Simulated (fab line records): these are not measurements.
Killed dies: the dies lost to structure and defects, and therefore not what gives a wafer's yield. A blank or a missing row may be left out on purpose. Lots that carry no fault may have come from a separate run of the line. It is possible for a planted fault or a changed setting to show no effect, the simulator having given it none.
Code-filled problem report in 8D (eight disciplines) form + flow gf180mcu + the parts of the form that need people (team, actions taken, sign-off) are left out

== 1. PROBLEM STATEMENT ==
Mean of strip-time-to-endpoint-s at GF_MVPSD_STRIP_10: 18.91 s across 6 wafers in 2 lots; on wafers with no fault it is 37.00 s (standard deviation 0.12). So: -99 or more standard deviations from the usual mean.
The step: strips in O2/N2.
First seen on wafer L145.1, day 7 13:01, on plasma-asher-01. The record has a number at this step for 42 wafers belonging to 14 lots. Rule for "out", or "out of limits": more than 4 standard deviations from the usual mean. The rest of the wafers with a number are treated as sound.

== 2. WHAT IT IS; WHAT IT IS NOT ==
| question                    | is                               | is not                                                                                                         |
|-----------------------------|----------------------------------|----------------------------------------------------------------------------------------------------------------|
| which readings at this step | strip-time-to-endpoint-s         | drypump-motor-current-A                                                                                        |
| which lots                  | L145, L146                       | L136, L137, L142, L143, L148, L150, L152, L154, L155, L157, L158, L159                                         |
| which wafers of those lots  | all that have a number           | -                                                                                                              |
| read on which tools         | plasma-asher-01, plasma-asher-03 | plasma-asher-04                                                                                                |
| when                        | from day 7 13:01                 | up to then (12 sound wafers); but 24 sound wafers of L148, L150, L152, L154, L155, L157, L158, L159 came after |

== 3. THE SUSPECTS, EACH WITH WHAT RULES IT OUT ==
Counting: any tool at a process step up to the reading is kept as a suspect provided that every lot that is out went through it and no sound lot did after the first of them.
- litho-track-04 at GF_MVPSD_COAT_02 (resist thk 3000 nm): kept. It ran every lot that is out, first L145 (day 7 00:08), and no sound lot after that.
Left after counting: litho-track-04 at GF_MVPSD_COAT_02.

== 4. THE CAUSE (what the simulator had put in) ==
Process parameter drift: litho-track-04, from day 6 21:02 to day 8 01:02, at GF_MVPSD_COAT_02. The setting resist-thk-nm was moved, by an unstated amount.
Only this tool survived the counting.

== 5. THE EFFECT CHAIN, in route order ==
Each row: a reading whose mean over the struck wafers that have a number lies more than 3 standard deviations from the usual. Only readings for which the record gives a usual standard deviation are gone through. hours: the time from each lot's start at the first step in this table that gives one to its start at this step, as a median over the lots. sigmas: the change in usual standard deviations.
| hours | step              | reading                  | usual   | on struck wafers | change | sigmas      |
|-------|-------------------|--------------------------|---------|------------------|--------|-------------|
| 0     | GF_MVPSD_STRIP_10 | strip-time-to-endpoint-s | 37.00 s | 18.91            | -18.09 | -99 or more |
Its process steps:
- GF_MVPSD_STRIP_10: strips in O2/N2.
At these later measuring or inspecting steps, every struck wafer for which the step has a row has a number for every such reading, and none has moved that far: GF_V2_THK_MEAS_03.

== 6. WHAT WOULD HAVE CAUGHT IT SOONER ==
The fault began at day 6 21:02; the first out-of-limits reading in this record came at day 7 13:01, 16 hours later.
By day 7 13:01 the whole set of lots that are out, 2 in number, had already begun GF_MVPSD_COAT_02 on litho-track-04. Tool hold at that time: it would have spared none of them.
